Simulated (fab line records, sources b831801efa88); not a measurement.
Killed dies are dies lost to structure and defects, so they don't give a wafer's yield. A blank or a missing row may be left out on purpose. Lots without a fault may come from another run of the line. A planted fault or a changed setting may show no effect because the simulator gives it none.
Which tool did it? | flow sky130 | 12 lots, 36 wafers sampled, at 4 steps of a route of 708

WHAT THE GAUGES READ, wafer by wafer
SKY_VIA3_OVL_MEAS_13. Usual: VIA3_OVL 6 nm, standard deviation 5.1.
lot  | measured     | on         | VIA3_OVL (nm) | flag
L769 | day 39 02:51 | overlay-01 | 6 13 9        |
L770 | day 40 00:56 | overlay-01 | 9 12 6        |
L773 | day 40 20:04 | overlay-02 | 9 3 4         |
L772 | day 41 00:44 | overlay-01 | 15 12 15      |
L775 | day 42 08:44 | overlay-02 | 11 8 6        |
L778 | day 42 14:05 | overlay-01 | 3 14 12       |
L779 | day 42 16:28 | overlay-01 | 2 5 6         |
L781 | day 44 05:18 | overlay-02 | -1 3 -6       |
L780 | day 44 08:22 | overlay-02 | 7 9 -3        |
L786 | day 44 13:11 | overlay-01 | 5 17 10       |
L788 | day 45 02:26 | overlay-01 | -2 3 13       |
L792 | day 46 04:07 | overlay-02 | 4 6 5         |

SKY_PAD_OPEN_BOW_MEAS_13. Usual: PAD_OPEN_BOW 49 um, standard deviation 9.3.
lot  | measured     | on            | PAD_OPEN_BOW (um) | flag
L769 | day 45 08:04 | film_metro-04 | 50 49 48          |
L770 | day 46 01:13 | film_metro-01 | 57 56 46          |
L773 | day 46 16:45 | film_metro-01 | 46 44 37          |
L772 | day 46 21:43 | film_metro-03 | 50 57 56          |
L775 | day 48 00:39 | film_metro-04 | 57 49 53          |
L778 | day 48 07:37 | film_metro-04 | 47 40 59          |
L779 | day 48 07:20 | film_metro-03 | 48 55 46          |
L781 | day 49 14:52 | film_metro-04 | 50 54 42          |
L780 | day 49 15:10 | film_metro-01 | 21 50 52          |
L786 | day 49 21:20 | film_metro-04 | 66 49 55          |
L788 | day 50 06:39 | film_metro-04 | 65 57 52          |
L792 | day 51 11:44 | film_metro-03 | 47 43 67          |

WHICH TOOL RAN EACH LOT (tool, then ch and the chambers of the sampled wafers, then the start)
lot  | SKY_VIA3_ETCH_14                   | SKY_METAL4_STRIP_19
L769 | rie_diel-04 ch 0,1,3, day 39 02:53 | plasma_asher-04 ch 0,1, day 41 06:42
L770 | rie_diel-02 ch 1,2,3, day 40 00:58 | plasma_asher-01 ch 0,1, day 42 03:51
L773 | rie_diel-03 ch 0,1,2, day 40 20:05 | plasma_asher-04 ch 0,1, day 42 20:21
L772 | rie_diel-04 ch 0,2,3, day 41 00:46 | plasma_asher-01 ch 0, day 43 02:13
L775 | rie_diel-04 ch 1,3, day 42 08:46   | plasma_asher-03 ch 0,1, day 44 09:32
L778 | rie_diel-04 ch 0,1,3, day 42 14:07 | plasma_asher-04 ch 0,1, day 44 14:46
L779 | rie_diel-04 ch 0,2,3, day 42 16:29 | plasma_asher-03 ch 0,1, day 44 15:57
L781 | rie_diel-04 ch 0,2,3, day 44 05:20 | plasma_asher-03 ch 0, day 46 02:22
L780 | rie_diel-03 ch 1,2,3, day 44 08:23 | plasma_asher-03 ch 0,1, day 46 04:19
L786 | rie_diel-02 ch 0,2, day 44 13:13   | plasma_asher-04 ch 0,1, day 46 10:46
L788 | rie_diel-03 ch 0,1,3, day 45 02:28 | plasma_asher-03 ch 0,1, day 46 22:25
L792 | rie_diel-03 ch 0,1,3, day 46 04:08 | plasma_asher-01 ch 0,1, day 47 23:43
- SKY_VIA3_ETCH_14: etches BARC in N2/H2, stops on SiO2, time 45.9 s, target depth 60 nm.
- SKY_METAL4_STRIP_19: strips in O2/N2.

WHAT THE TOOLS THEMSELVES READ (means of the sampled wafers that have a number; where no wafer has one, the mark that the record gives instead)
SKY_VIA3_ETCH_14. Usual: bias_w 100.06 W, standard deviation 0.3; drypump_motor_current_A 5.7 A, standard deviation 0.41; n2_flow_sccm 100.0 sccm, standard deviation 0.3; oes_product_au 0.854 a.u., standard deviation 0.0044; throttle_valve_pct 13.017 %, standard deviation 0.0092.
lot  | tool        | bias_w (W) | drypump_motor_current_A (A) | n2_flow_sccm (sccm) | oes_product_au (a.u.) | throttle_valve_pct (%) | flag
L769 | rie_diel-04 | 100.02     | 5.8                         | 99.6                | 0.857                 | 13.020                 |
L770 | rie_diel-02 | 100.01     | 5.0                         | 99.9                | 0.852                 | 13.021                 |
L773 | rie_diel-03 | 100.39     | 5.7                         | 99.8                | 0.855                 | 13.023                 |
L772 | rie_diel-04 | 100.17     | 5.9                         | 100.1               | 0.852                 | 13.016                 |
L775 | rie_diel-04 | 100.11     | 5.6                         | 99.9                | 0.854                 | 13.013                 |
L778 | rie_diel-04 | 99.80      | 5.8                         | 99.9                | 0.854                 | 13.017                 |
L779 | rie_diel-04 | 100.33     | 5.9                         | 99.9                | 0.852                 | 13.014                 |
L781 | rie_diel-04 | 100.24     | 5.9                         | 100.0               | 0.851                 | 13.014                 |
L780 | rie_diel-03 | 99.91      | 5.9                         | 100.1               | 0.854                 | 13.014                 |
L786 | rie_diel-02 | 100.19     | 4.7                         | 99.9                | 0.854                 | 13.010                 |
L788 | rie_diel-03 | 100.12     | 5.9                         | 100.1               | 0.855                 | 13.011                 |
L792 | rie_diel-03 | 100.06     | 5.8                         | 99.7                | 0.858                 | 13.023                 |

SKY_METAL4_STRIP_19. Usual: drypump_motor_current_A 5.9 A, standard deviation 0.4; n2_flow_sccm 300.0 sccm, standard deviation 0.9; oes_product_au 0.502 a.u., standard deviation 0.0055; strip_time_to_endpoint_s 6.51 s, standard deviation 0.086.
lot  | tool            | drypump_motor_current_A (A) | n2_flow_sccm (sccm) | oes_product_au (a.u.) | strip_time_to_endpoint_s (s) | flag
L769 | plasma_asher-04 | 6.1                         | 301.5               | 0.498                 | 6.48                         |
L770 | plasma_asher-01 | 5.5                         | 300.4               | 0.500                 | 6.43                         |
L773 | plasma_asher-04 | 6.2                         | 300.2               | 0.499                 | 6.46                         |
L772 | plasma_asher-01 | 5.7                         | 299.0               | 0.497                 | 6.45                         |
L775 | plasma_asher-03 | 5.7                         | 299.6               | 0.505                 | 6.49                         |
L778 | plasma_asher-04 | 6.1                         | 300.0               | 0.500                 | 6.46                         |
L779 | plasma_asher-03 | 5.5                         | 300.6               | 0.500                 | 6.57                         |
L781 | plasma_asher-03 | 5.3                         | 299.4               | 0.501                 | 6.52                         |
L780 | plasma_asher-03 | 5.5                         | 300.4               | 0.501                 | 6.59                         |
L786 | plasma_asher-04 | 6.1                         | 300.3               | 0.503                 | 6.52                         |
L788 | plasma_asher-03 | 5.5                         | 300.1               | 0.500                 | 6.55                         |
L792 | plasma_asher-01 | 5.3                         | 299.5               | 0.501                 | 6.55                         |

THE ANSWER, worked out from the rows above alone
Rule: a lot is off if the mean of its wafers that have a number lies more than 3 standard deviations from the usual mean. A lot without any number at a reading at which 4 lots or more have one is off too. The other lots that the step has rows for count as sound. The gauges are gone through in route order, then the tools' own readings, and for those a lot's mean is taken as printed above. The first step at which some lot is off is used, and at that step the reading that is off furthest; a lot without a number counts as furthest.
No lot is off at any reading shown: from this, nothing can be told.

WHAT THE SIMULATOR HAD PUT IN
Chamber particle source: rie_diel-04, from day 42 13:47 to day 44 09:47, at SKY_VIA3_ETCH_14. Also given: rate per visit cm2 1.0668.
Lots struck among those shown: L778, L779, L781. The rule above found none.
